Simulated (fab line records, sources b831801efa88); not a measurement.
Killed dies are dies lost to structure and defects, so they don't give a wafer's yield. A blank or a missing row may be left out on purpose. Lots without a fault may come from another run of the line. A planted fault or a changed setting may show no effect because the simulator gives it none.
fab line records | flow sky130
record lots=6 wafers=18 last_day=50
route steps=708 shown VT_ADJUST_NCORE@128 VT_ADJUST_HVTR@131 VT_ADJUST_PCH@143 PAD_OPEN@708
lots that met no fault: from a run of the same line without faults
start_h: hours from the record's first day to the start of the lot's first wafer shown | wait_h: hours since the lot's step before | " the same as in the row above | L1.1+2: a row that stands for several wafers | - no value, or no start given | * or withheld: withheld | < > ~ a bound
route shown NAME@n: a module of which the file shows steps, and the number in the route of the first | usual: mean/standard deviation of fault-free wafers | same: alike in all rows | chamber/n: place in a boat | sites: the reading at each site | _std_site: their standard deviation | _edge_site: outer sites' mean less inner sites' | radius_mm: how far each site lies from the wafer's centre | mask NAME#n: copy n | behind: the tool/chamber that last shaped the wafer | hold: why the lot was held/for how many hours/how that ended | device: the transistor (n, p or np) that didn't switch | end of line: the same wafers' tests at the end of the route | a step without rows: its recipe alone | killed: dies lost to structure and defects at the first sort, not the wafer's yield | map: a wafer's dies, x killed, . not, _ none there
set.NAME: the setting as run; set.NAME@STEP: as run at that earlier step | model.NAME: the simulator's own value behind a step, which no gauge read
lots at some steps of the route; a table a step, a row a wafer
services: from which hour (start_h, from the record's first day; less than 0 if before it) a tool's chamber was out of use, for how many hours, and why
## steps
# step SKY_VT_ADJUST_NCORE_IMPLANT_09
# recipe species=B energy_kev=10 dose_cm2=2.4e+12 tilt_deg=withheld
# step SKY_VT_ADJUST_NCORE_STRIP_10
# recipe chemistry=O2/N2 power_w=1400 pressure_mtorr=1500 platen_temp_c=withheld o2_flow_sccm=3000 n2_flow_sccm=300 overash_fraction=0.5
# usual drypump_motor_current_A=5.6/0.46 oes_product_au=0.715/0.0046 strip_time_to_endpoint_s=14.19/0.046
# columns lot.wafer tool chamber start_h wait_h drypump_motor_current_A oes_product_au rf_hours_counter_h strip_time_to_endpoint_s
L353.2 plasma_asher-01 1 182.34 0.1 6.1 0.712 51 14.19
L353.4 " 0 " " 5.3 0.712 - 14.15
L353.5 " 1 " " 6.1 0.717 - 14.18
L355.2 plasma_asher-03 0 195.66 0.1 5.6 0.718 7 14.21
L355.5 " 0 " " 5.6 0.715 - 14.24
L355.6 " 1 " " 5.1 0.723 - 14.19
L361.4 plasma_asher-03 0 239.74 0.1 5.6 0.718 - 14.18
L361.5 " 0 " " 5.6 0.715 - 14.19
L361.6 " 1 " " 5.1 0.705 - 14.15
L364.2 plasma_asher-04 0 262.86 0.1 5.3 0.716 53 14.12
L364.4 " 1 " " 6.4 0.720 - 14.12
L364.5 " 0 " " 5.3 0.721 - 14.12
L372.1 plasma_asher-01 1 321.34 0.1 6.1 0.708 65 14.20
L372.3 " 0 " " 5.4 0.721 - 14.18
L372.4 " 1 " " 6.1 0.718 - 14.18
L373.2 plasma_asher-03 0 338.39 0.1 5.6 0.710 21 14.17
L373.3 " 0 " " 5.6 0.714 - 14.21
L373.6 " 1 " " 5.1 0.723 - 14.20
# step SKY_VT_ADJUST_NCORE_TW_MEAS_11
# usual VT_ADJUST_NCORE_TW=219.5/2.4
# columns lot.wafer tool chamber start_h wait_h VT_ADJUST_NCORE_TW
L353.2 film_metro-03 - 182.45 0.1 220.5
L353.4 " - " " 221.0
L353.5 " - " " 221.5
L355.2 film_metro-03 - 195.77 0.1 222.9
L355.5 " - " " 222.8
L355.6 " - " " 222.4
L361.4 film_metro-04 - 239.84 0.1 218.9
L361.5 " - " " 218.6
L361.6 " - " " 218.5
L364.2 film_metro-02 - 262.97 0.1 216.6
L364.4 " - " " 217.4
L364.5 " - " " 218.3
L372.1 film_metro-02 - 321.44 0.1 217.9
L372.3 " - " " 216.8
L372.4 " - " " 217.9
L373.2 film_metro-03 - 338.50 0.1 222.6
L373.3 " - " " 222.9
L373.6 " - " " 223.4
# step SKY_VT_ADJUST_HVTR_DEHYDRATE_00
# recipe temp_c=200 time_s=60
# step SKY_VT_ADJUST_HVTR_HMDS_01
# recipe prime_time_s=60 prime_temp_c=120
# step SKY_VT_ADJUST_HVTR_COAT_02
# recipe resist=NOVOLAK spin_rpm=3000 resist_thk_nm=1140
# step SKY_VT_ADJUST_HVTR_SOFTBAKE_03
# recipe temp_c=90 time_s=60 resist=NOVOLAK
# step SKY_VT_ADJUST_HVTR_EXPOSE_04
# recipe mask_id=HVTRM target_cd_nm=380 na=0.6 source_shape=conventional sigma_outer=0.6 dose_mj=150
# step SKY_VT_ADJUST_HVTR_PEB_05
# recipe temp_c=withheld time_s=* resist=NOVOLAK
# step SKY_VT_ADJUST_HVTR_DEVELOP_06
# recipe develop_time_s=60 dev_temp_c=23
# step SKY_VT_ADJUST_HVTR_CD_MEAS_07
# recipe target_cd_nm=380
# usual cd_nm=380.3/2.3
# columns lot.wafer tool chamber start_h wait_h cd_nm
L353.2 cd_sem-02 - 203.47 0.1 383.3
L353.4 " - " " 384.0
L353.5 " - " " 382.8
L355.2 cd_sem-02 - 216.85 0.1 379.2
L355.5 " - " " 379.0
L355.6 " - " " 380.0
L361.4 cd_sem-02 - 263.51 0.1 383.2
L361.5 " - " " 382.5
L361.6 " - " " 385.4
L364.2 cd_sem-01 - 287.35 0.1 378.7
L364.4 " - " " 381.0
L364.5 " - " " 381.9
L372.1 cd_sem-02 - 348.68 0.1 377.2
L372.3 " - " " 376.4
L372.4 " - " " 378.2
L373.2 cd_sem-02 - 365.05 0.2 380.5
L373.3 " - " " 380.3
L373.6 " - " " 381.9
# step SKY_VT_ADJUST_HVTR_OVL_MEAS_08
# usual VT_ADJUST_HVTR_OVL=-0.8/1.1
# columns lot.wafer tool chamber start_h wait_h VT_ADJUST_HVTR_OVL[nm]
L353.2 overlay-01 - 203.58 0.1 -0.1
L353.4 " - " " -0.1
L353.5 " - " " 2.0
L355.2 overlay-02 - 216.96 0.1 -2.1
L355.5 " - " " -1.6
L355.6 " - " " -0.5
L361.4 overlay-02 - 263.59 0.1 -0.9
L361.5 " - " " 0.1
L361.6 " - " " 0.4
L364.2 overlay-02 - 287.46 0.1 -0.2
L364.4 " - " " 1.8
L364.5 " - " " -1.0
L372.1 overlay-02 - 348.80 0.1 -1.4
L372.3 " - " " -3.0
L372.4 " - " " -1.5
L373.2 overlay-01 - 365.15 0.1 0.9
L373.3 " - " " -1.8
L373.6 " - " " -0.7
# step SKY_VT_ADJUST_HVTR_IMPLANT_09
# recipe species=B energy_kev=10 dose_cm2=2.1e+12 tilt_deg=withheld
# usual dose_ions_cm2=2.1003e+12/2.2e+09 end_station_pressure_torr=5.01e-06/2.7e-07 faraday_current_uA=11.83/0.24
# columns lot.wafer tool chamber start_h wait_h dose_ions_cm2 end_station_pressure_torr faraday_current_uA
L353.2 implanter-03 0 203.63 0.0 2.0981e+12 5.28e-06 11.84
L353.4 " 0 " " 2.1002e+12 4.98e-06 11.84
L353.5 " 0 " " 2.0993e+12 4.86e-06 11.69
L355.2 implanter-01 0 217.02 0.0 2.0984e+12 4.68e-06 11.86
L355.5 " 0 " " 2.1003e+12 4.65e-06 11.79
L355.6 " 0 " " 2.1044e+12 5.05e-06 12.10
L361.4 implanter-04 0 263.68 0.1 1.6365e+12 4.9e-06 8.95
L361.5 " 0 " " 1.6402e+12 4.73e-06 9.13
L361.6 " 0 " " 1.6437e+12 5.56e-06 9.31
L364.2 implanter-04 0 287.52 0.0 1.6405e+12 4.83e-06 9.25
L364.4 " 0 " " 1.6388e+12 4.97e-06 8.98
L364.5 " 0 " " 1.6448e+12 4.9e-06 9.32
L372.1 implanter-03 0 348.83 0.0 2.0991e+12 4.46e-06 11.93
L372.3 " 0 " " 2.0979e+12 4.96e-06 11.53
L372.4 " 0 " " 2.1022e+12 4.91e-06 12.14
L373.2 implanter-01 0 365.21 0.0 2.098e+12 5.25e-06 12.15
L373.3 " 0 " " 2.1019e+12 5.3e-06 11.63
L373.6 " 0 " " 2.1014e+12 5.03e-06 11.87
# step SKY_VT_ADJUST_HVTR_STRIP_10
# recipe chemistry=O2/N2 power_w=1400 pressure_mtorr=1500 platen_temp_c=withheld o2_flow_sccm=3000 n2_flow_sccm=300 overash_fraction=0.5
# usual drypump_motor_current_A=5.6/0.52 oes_product_au=0.715/0.0043 strip_time_to_endpoint_s=14.16/0.035
# columns lot.wafer tool chamber start_h wait_h drypump_motor_current_A oes_product_au rf_hours_counter_h strip_time_to_endpoint_s
L353.2 plasma_asher-04 0 203.76 0.1 5.3 0.713 48 14.17
L353.4 " 0 " " 5.3 0.712 - 14.15
L353.5 " 1 " " 6.4 0.709 - 14.19
L355.2 plasma_asher-03 0 217.14 0.1 5.6 0.722 9 14.18
L355.5 " 1 " " 5.1 0.720 - 14.15
L355.6 " 0 " " 5.6 0.713 - 14.17
L361.4 plasma_asher-04 1 263.79 0.1 6.4 0.719 - 14.14
L361.5 " 0 " " 5.3 0.711 - 14.15
L361.6 " 1 " " 6.4 0.717 - 14.18
L364.2 plasma_asher-04 0 287.64 0.1 5.3 0.721 54 14.15
L364.4 " 0 " " 5.3 0.708 - 14.11
L364.5 " 0 " " 5.3 0.720 - 14.14
L372.1 plasma_asher-03 1 348.98 0.1 5.1 0.716 22 14.10
L372.3 " 1 " " 5.1 0.714 - 14.13
L372.4 " 0 " " 5.6 0.725 - 14.14
L373.2 plasma_asher-04 0 365.33 0.1 5.3 0.715 62 14.16
L373.3 " 1 " " 6.4 0.713 - 14.16
L373.6 " 1 " " 6.4 0.714 - 14.12
# step SKY_VT_ADJUST_HVTR_TW_MEAS_11
# usual VT_ADJUST_HVTR_TW=210/3.8
# columns lot.wafer tool chamber start_h wait_h VT_ADJUST_HVTR_TW
L353.2 film_metro-04 - 203.87 0.1 212
L353.4 " - " " 212
L353.5 " - " " 212
L355.2 film_metro-03 - 217.25 0.1 215
L355.5 " - " " 214
L355.6 " - " " 214
L361.4 film_metro-01 - 263.89 0.1 192
L361.5 " - " " 191
L361.6 " - " " 191
L364.2 film_metro-04 - 287.75 0.1 198
L364.4 " - " " 198
L364.5 " - " " 198
L372.1 film_metro-01 - 349.08 0.1 204
L372.3 " - " " 205
L372.4 " - " " 205
L373.2 film_metro-04 - 365.44 0.1 210
L373.3 " - " " 210
L373.6 " - " " 210
# step SKY_VT_ADJUST_PCH_DEHYDRATE_00
# recipe temp_c=200 time_s=60
# step SKY_PAD_OPEN_PROBE_99
# usual killed_at_M0_to_M3=43/7.1 killed_at_M4_up=3.2/1.7 killed_at_contacts=24/5.6 killed_at_front_end=16/5 killed_at_other=0.4/0.68 killed_dies=86/9.3 killed_open=47/7.1 killed_short=39/5.7
# same gross_dies=492 killed_at_back_side=0
# columns lot.wafer tool chamber start_h wait_h killed_at_M0_to_M3 killed_at_M4_up killed_at_contacts killed_at_front_end killed_at_other killed_dies killed_open killed_short model.etest.pfet_01v8_mvt.drive_ua_um model.etest.pfet_01v8_mvt.off_log10_a_um model.etest.pfet_01v8_mvt.vt_sat_v model.etest.pfet_01v8_mvt.vt_v model.etest.pfet_01v8_mvt.vt_long_v
L353.2 prober-01 - 1073.31 0.1 46 3 17 20 1 87 50 37 157.6 -10.06 -0.5179 -0.6129 -0.8264
L353.4 prober-01 - 1073.41 0.2 45 3 27 16 0 91 50 41 158.6 -10.05 -0.5194 -0.614 -0.8247
L353.5 prober-01 - 1073.46 0.2 41 0 30 9 0 80 46 34 156.7 -10.19 -0.5346 -0.6252 -0.836
L355.2 prober-01 - 1090.67 0.1 42 3 31 28 0 104 62 42 151.3 -10.42 -0.5497 -0.6371 -0.8402
L355.5 prober-01 - 1090.82 0.2 35 3 18 16 0 72 47 25 155.8 -10.35 -0.5374 -0.6262 -0.8288
L355.6 prober-01 - 1090.87 0.2 50 3 25 23 0 101 52 48 153.8 -10.34 -0.5471 -0.6325 -0.8355
L361.4 prober-01 - 1129.43 0.2 57 2 21 12 1 93 53 40 142 -11.42 -0.6241 -0.7003 -0.904
L361.5 prober-01 - 1129.48 0.2 56 1 27 15 0 99 57 42 143.5 -11.29 -0.6202 -0.7012 -0.904
L361.6 prober-01 - 1129.53 0.2 43 4 30 13 1 91 52 39 144.4 -11.48 -0.6282 -0.7069 -0.9068
L364.2 prober-02 - 1142.72 0.1 44 2 23 14 0 83 43 40 148.7 -11.19 -0.6071 -0.6892 -0.8942
L364.4 prober-02 - 1142.82 0.2 40 5 24 19 0 88 50 38 147.7 -11.13 -0.6087 -0.6881 -0.8948
L364.5 prober-02 - 1142.87 0.2 32 4 28 19 0 83 44 39 149.3 -11.29 -0.6112 -0.6918 -0.8949
L372.1 prober-02 - 1182.11 0.1 51 3 24 21 0 99 46 53 153.8 -10.53 -0.558 -0.6461 -0.8545
L372.3 prober-02 - 1182.21 0.2 46 3 20 13 0 82 51 30 153.6 -10.47 -0.5582 -0.6448 -0.851
L372.4 prober-02 - 1182.26 0.2 57 6 21 26 1 111 68 43 156.3 -10.27 -0.5426 -0.6352 -0.8461
L373.2 prober-02 - 1193.83 0.1 39 2 24 13 0 78 41 37 149.8 -10.87 -0.5808 -0.6674 -0.8706
L373.3 prober-02 - 1193.88 0.2 37 1 28 15 0 81 47 34 148.9 -10.97 -0.5787 -0.665 -0.8756
L373.6 prober-02 - 1194.03 0.2 36 3 20 16 0 75 39 36 151 -10.89 -0.5816 -0.6687 -0.8671
# killed by level:class
L353.2 VIA1:geometric_particle:open=11 VIA2:geometric_particle:open=7 VIA1:geometric_particle:short=6 FIELD_ISO:geometric_particle:short=5 CONTACT:geometric_particle:open=5 VIA3:geometric_particle:open=5 FIELD_ISO:geometric_particle:open=4 POLY_GATE:geometric_particle:short=4
L353.4 VIA1:geometric_particle:open=13 CONTACT:geometric_particle:open=10 VIA1:geometric_particle:short=7 POLY_GATE:geometric_particle:short=6 CONTACT:geometric_particle:short=6 VIA3:geometric_particle:open=6 VIA2:geometric_particle:open=5 LI_CONTACT:geometric_particle:open=4
L353.5 VIA1:geometric_particle:open=14 CONTACT:geometric_particle:open=11 LI_CONTACT:geometric_particle:open=8 VIA1:geometric_particle:short=6 CONTACT:geometric_particle:short=6 METAL1:geometric_particle:short=5 METAL2:geometric_particle:short=4 POLY_GATE:geometric_particle:open=3
L355.2 CONTACT:geometric_particle:open=12 VIA1:geometric_particle:open=11 VIA2:geometric_particle:open=9 POLY_GATE:geometric_particle:open=7 FIELD_ISO:geometric_particle:open=6 VIA3:geometric_particle:open=6 POLY_GATE:geometric_particle:short=5 LI_CONTACT:geometric_particle:short=5
L355.5 VIA1:geometric_particle:open=12 CONTACT:geometric_particle:open=9 POLY_GATE:geometric_particle:short=5 POLY_GATE:geometric_particle:open=5 LI_CONTACT:geometric_particle:open=5 VIA2:geometric_particle:open=5 VIA3:geometric_particle:open=4 FIELD_ISO:geometric_particle:open=3
L355.6 VIA2:geometric_particle:open=15 VIA1:geometric_particle:open=9 CONTACT:geometric_particle:open=7 FIELD_ISO:geometric_particle:open=6 CONTACT:geometric_particle:short=6 POLY_GATE:geometric_particle:short=6 VIA3:geometric_particle:open=6 FIELD_ISO:geometric_particle:short=5
L361.4 VIA1:geometric_particle:open=14 VIA2:geometric_particle:open=12 CONTACT:geometric_particle:open=7 VIA3:geometric_particle:open=7 LI_CONTACT:geometric_particle:open=6 VIA1:geometric_particle:short=6 VIA2:geometric_particle:short=5 FIELD_ISO:geometric_particle:short=4
L361.5 VIA2:geometric_particle:open=11 VIA1:geometric_particle:open=10 VIA3:geometric_particle:open=10 LI_CONTACT:geometric_particle:open=9 CONTACT:geometric_particle:open=9 METAL1:geometric_particle:short=6 METAL2:geometric_particle:short=6 FIELD_ISO:geometric_particle:short=5
L361.6 LI_CONTACT:geometric_particle:open=11 VIA3:geometric_particle:open=8 CONTACT:geometric_particle:open=7 VIA1:geometric_particle:open=6 VIA2:geometric_particle:open=6 CONTACT:geometric_particle:short=5 VIA1:geometric_particle:short=5 METAL2:geometric_particle:open=5
L364.2 VIA1:geometric_particle:open=14 LI_CONTACT:geometric_particle:open=8 VIA2:geometric_particle:open=6 LI_CONTACT:geometric_particle:short=5 CONTACT:geometric_particle:open=5 METAL1:geometric_particle:short=5 POLY_GATE:geometric_particle:short=4 METAL2:geometric_particle:short=4
L364.4 FIELD_ISO:geometric_particle:open=10 VIA1:geometric_particle:open=9 VIA2:geometric_particle:open=8 LI_CONTACT:geometric_particle:open=7 METAL1:geometric_particle:short=7 VIA3:geometric_particle:open=7 LOCAL_INTERCONNECT:geometric_particle:short=5 CONTACT:geometric_particle:open=5
L364.5 LI_CONTACT:geometric_particle:open=11 CONTACT:geometric_particle:open=8 POLY_GATE:geometric_particle:open=7 POLY_GATE:geometric_particle:short=5 METAL2:geometric_particle:short=5 METAL1:geometric_particle:short=4 LOCAL_INTERCONNECT:geometric_particle:short=4 CONTACT:geometric_particle:short=4
L372.1 CONTACT:geometric_particle:open=12 VIA1:geometric_particle:open=12 FIELD_ISO:geometric_particle:short=7 METAL1:geometric_particle:short=6 VIA2:geometric_particle:open=6 METAL2:geometric_particle:short=6 VIA2:geometric_particle:short=6 VIA3:geometric_particle:short=5
L372.3 VIA1:geometric_particle:open=12 VIA2:geometric_particle:open=8 CONTACT:geometric_particle:open=8 POLY_GATE:geometric_particle:open=6 LI_CONTACT:geometric_particle:open=6 METAL2:geometric_particle:short=5 METAL3:geometric_particle:short=5 VIA2:geometric_particle:short=4
L372.4 VIA1:geometric_particle:open=24 VIA2:geometric_particle:open=10 POLY_GATE:geometric_particle:open=8 VIA1:geometric_particle:short=7 FIELD_ISO:geometric_particle:open=6 CONTACT:geometric_particle:open=6 CONTACT:geometric_particle:short=6 METAL2:geometric_particle:short=5
L373.2 CONTACT:geometric_particle:open=13 VIA1:geometric_particle:open=8 METAL2:geometric_particle:short=7 POLY_GATE:geometric_particle:short=5 CONTACT:geometric_particle:short=5 METAL1:geometric_particle:short=4 VIA2:geometric_particle:short=4 FIELD_ISO:geometric_particle:open=3
L373.3 VIA1:geometric_particle:open=12 CONTACT:geometric_particle:open=9 LOCAL_INTERCONNECT:geometric_particle:short=7 CONTACT:geometric_particle:short=7 VIA2:geometric_particle:open=6 VIA3:geometric_particle:open=6 FIELD_ISO:geometric_particle:short=4 FIELD_ISO:geometric_particle:open=4
L373.6 LI_CONTACT:geometric_particle:open=8 LOCAL_INTERCONNECT:geometric_particle:short=7 VIA3:geometric_particle:open=7 FIELD_ISO:geometric_particle:open=6 METAL1:geometric_particle:short=6 VIA1:geometric_particle:open=6 VIA2:geometric_particle:short=4 POLY_GATE:geometric_particle:short=4
## services
# columns tool chamber start_h hours kind
implanter-03 - 184.48 2.4 repair
implanter-04 - 192.85 3.6 pm
implanter-04 - 213.52 4.1 pm
implanter-01 - 224.24 0.8 repair
implanter-04 - 249.08 0.6 repair
plasma_asher-03 - 261.78 2.6 repair
plasma_asher-04 - 271.50 13.8 repair
implanter-01 - 275.73 3.3 repair
implanter-04 - 328.76 6.2 repair
implanter-03 - 334.44 2.4 repair
## key
first_sign step=SKY_VT_ADJUST_HVTR_IMPLANT_09 reading=dose_ions_cm2 direction=down sigmas=99+ usual=* struck=*
effect step=SKY_VT_ADJUST_HVTR_IMPLANT_09 reading=faraday_current_uA direction=down sigmas=11 usual=11.83 struck=9.16
effect step=SKY_VT_ADJUST_HVTR_TW_MEAS_11 reading=VT_ADJUST_HVTR_TW direction=down sigmas=4 usual=210 struck=195
model_effect step=SKY_PAD_OPEN_PROBE_99 value=etest.pfet_01v8_mvt.drive_ua_um without=154.7 struck=145.9
met_at SKY_VT_ADJUST_HVTR_IMPLANT_09
struck_wafers L361.4,L361.5,L361.6,L364.2,L364.4,L364.5
tester_left_out L361,L364
fault kind=process_parameter_drift tool=implanter-04 chamber=- onset_h=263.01 steps=SKY_VT_ADJUST_HVTR_IMPLANT_09 channel=dose_cm2 offset=* shape=step end_h=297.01 acts_in=* stated=*
# tester_left_out: of these lots the tester's yield and bins aren't shown, on N5 and GAA mostly nor the transistor test; their killed dies are dies lost to structure and defects alone, not to doping, threshold or leakage, so they don't give the yield
